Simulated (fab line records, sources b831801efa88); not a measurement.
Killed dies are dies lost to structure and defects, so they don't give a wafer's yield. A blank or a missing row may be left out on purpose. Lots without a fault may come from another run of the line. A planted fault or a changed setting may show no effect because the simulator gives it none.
Chamber matching | flow sky130 | SKY_CAP2M_CVD_00 on pecvd-04: 3 sister chambers
The step deposits SiO2, target thk 15.5 nm. 6 wafers are shown with their chamber, then 8 later ones without.

WAFERS WITH THEIR CHAMBER
wafer  | chamber | heater_power_w (W)
L079.6 | 2       | 808
L082.1 | 0       | 818
L082.2 | 2       | 701
L085.4 | 0       | 834
L085.5 | 1       | 775
L086.1 | 1       | 800

WAFERS WITHOUT THEIR CHAMBER
wafer  | heater_power_w (W)
L086.2 | 734
L086.4 | 729
L089.2 | 811
L089.4 | 842
L089.5 | 744
L094.1 | 837
L094.4 | 778
L094.5 | 820

WHICH CHAMBER EACH WENT THROUGH
wafer  | from the rows above          | in truth
L086.2 | can't be placed: 2 or 1 or 0 | 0
L086.4 | can't be placed: 2 or 1 or 0 | 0
L089.2 | can't be placed: 0 or 1 or 2 | 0
L089.4 | can't be placed: 0 or 1 or 2 | 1
L089.5 | can't be placed: 2 or 1 or 0 | 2
L094.1 | can't be placed: 0 or 1 or 2 | 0
L094.4 | can't be placed: 1 or 2 or 0 | 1
L094.5 | can't be placed: 0 or 1 or 2 | 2
Placed correctly: 0 of 8. Can't be placed from these rows: 8 (the true chamber is among the candidates in 8). Placed wrongly: 0.
How it was worked out, from the rows above alone: a wafer's distance from a chamber is the root of the sum, over the readings, of the square of ((its reading less the chamber's mean) divided by the reading's scatter). The wafer belongs to the nearest chamber; if the next one is less than 2 further off, it can't be placed. A chamber's mean is the mean of its shown wafers. The scatter: the root of (the sum of the squares of (reading less its chamber's mean) over the shown wafers, divided by (wafers less chambers)).
